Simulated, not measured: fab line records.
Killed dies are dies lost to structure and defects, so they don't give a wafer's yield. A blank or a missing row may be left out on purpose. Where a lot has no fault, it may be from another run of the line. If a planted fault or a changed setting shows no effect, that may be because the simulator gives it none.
Comparing a struck lot with a sound one -- flow sky130 -- 17 out of 708 route steps
Sound: these wafers, L836.2, L836.4, L836.6. Struck: wafer L844.5 (L844.3, L844.4, from the same lot, were not struck and are left out); the cause is given at the end.
Each step with rows lists, per side, the tool, then ch with its chambers, then its first start. Under that, the readings that differ: sound wafers -- struck wafers -- difference of the means -- sigmas: that difference in standard deviations of wafers without a fault.
alike: same words and numbers on both sides, and readings whose means sit less than 2 such deviations apart. not compared: any withheld reading, any reading some wafer has no value for, any bound like >300 that may hide the same value, and any number with overlapping values for which the record gives no deviation.
A row with sigmas, a row that says differs or no value, or rows on one side alone: a step with any of these is where the two part. Numbers that don't overlap but have no deviation are shown without sigmas and don't part them. A reading missing from all wafers of one side parts the sides only when that side holds two or more wafers.

first, 1 step without rows for these wafers: SKY_VT_ADJUST_NCORE_IMPLANT_09.
SKY_VT_ADJUST_NCORE_STRIP_10: strips in O2/N2.
  sound on plasmaAsher-03 ch 0,1, day 9 06:17; struck on plasmaAsher-01 ch 1, day 11 09:07
  alike: drypumpMotorCurrentA, n2FlowSccm, oesProductAu, stripTimeToEndpointS
  not compared: rfHoursCounterH
SKY_VT_ADJUST_NCORE_TW_MEAS_11:
  sound: filmMetro-01 at day 9 06:24; struck: filmMetro-04 at day 11 09:13
  alike: VT_ADJUST_NCORE_TW
then, 7 steps without rows for these wafers: SKY_VT_ADJUST_HVTR_DEHYDRATE_00 (time 60 s); SKY_VT_ADJUST_HVTR_HMDS_01 (prime time 60 s); SKY_VT_ADJUST_HVTR_COAT_02 (resist thk 1140 nm); SKY_VT_ADJUST_HVTR_SOFTBAKE_03 (time 60 s); SKY_VT_ADJUST_HVTR_EXPOSE_04 (exposes mask HVTRM, target cd 380 nm); SKY_VT_ADJUST_HVTR_PEB_05; SKY_VT_ADJUST_HVTR_DEVELOP_06 (develop time 60 s).
SKY_VT_ADJUST_HVTR_CD_MEAS_07 targets a cd of 380 nm.
  sound: cdSem-01 at day 10 03:32; struck: cdSem-02 at day 12 08:49
  alike: cdNm
SKY_VT_ADJUST_HVTR_OVL_MEAS_08:
  sound: overlay-02 at day 10 03:39; struck: overlay-01 at day 12 08:55
  alike: VT_ADJUST_HVTR_OVL
SKY_VT_ADJUST_HVTR_IMPLANT_09:
  sound on implanter-01 ch 0, day 10 03:42; struck on implanter-01 ch 0, day 12 08:59
reading,sound,struck,difference,sigmas
beamOnS (s),9.75 9.74 10.03,8.53,-1.31,-7
faradayCurrentUA,12.12 12.15 11.80,13.83,+1.81,+8
  alike: endStationPressureTorr
SKY_VT_ADJUST_HVTR_STRIP_10: strips in O2/N2.
  sound on plasmaAsher-03 ch 1, day 10 03:50; struck on plasmaAsher-02 ch 0, day 12 09:07
reading,sound,struck,difference,sigmas
drypumpMotorCurrentA (A),5.1 5.1 5.1,6.3,+1.2,+2
  alike: n2FlowSccm, oesProductAu, stripTimeToEndpointS
  not compared: rfHoursCounterH
SKY_VT_ADJUST_HVTR_TW_MEAS_11:
  sound: filmMetro-03 at day 10 03:56; struck: filmMetro-03 at day 12 09:12
reading,sound,struck,difference,sigmas
VT_ADJUST_HVTR_TW,209.2 210.2 209.8,199.6,-10.1,-10
then, 1 step without rows for these wafers: SKY_VT_ADJUST_PCH_DEHYDRATE_00 (time 60 s).
-- a jump in the record: the struck wafers' starts before and after are 36 days apart (it breaks off in module VT_ADJUST_PCH and resumes in module PAD_OPEN, where the first step shown is number 708 of the route) --
SKY_PAD_OPEN_PROBE_99:
  sound: prober-02 at day 46 06:05; struck: prober-02 at day 48 06:12
reading,sound,struck,difference,sigmas
killedOpen,45 43 47,60,+15,+2
killedShort,53 48 33,26,-19,-3
model.etest.pfet_01v8_mvt.driveUaUm,148.7 151.6 150.2,146.3,-3.9,
model.etest.pfet_01v8_mvt.offLog10AUm,-11.17 -11.12 -11.29,-11.56,-0.37,
model.etest.pfet_01v8_mvt.vtSatV (V),-0.6157 -0.6008 -0.6067,-0.6265,-0.0188,
model.etest.pfet_01v8_mvt.vtV (V),-0.6985 -0.6887 -0.6891,-0.7048,-0.0127,
model.etest.pfet_01v8_mvt.vtLongV (V),-0.9025 -0.8961 -0.8954,-0.9097,-0.0117,
  alike: killed_at_M0_to_M3, killed_at_M4_up, killedAtContacts, killedAtFrontEnd, killedAtOther, killedDies

WHERE THEY PART
First at SKY_VT_ADJUST_HVTR_IMPLANT_09; last, within this record, at SKY_PAD_OPEN_PROBE_99.

WHY: what had been put in by the simulator
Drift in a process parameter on implanter-01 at SKY_VT_ADJUST_HVTR_IMPLANT_09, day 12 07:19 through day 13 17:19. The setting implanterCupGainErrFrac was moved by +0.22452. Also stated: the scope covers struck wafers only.
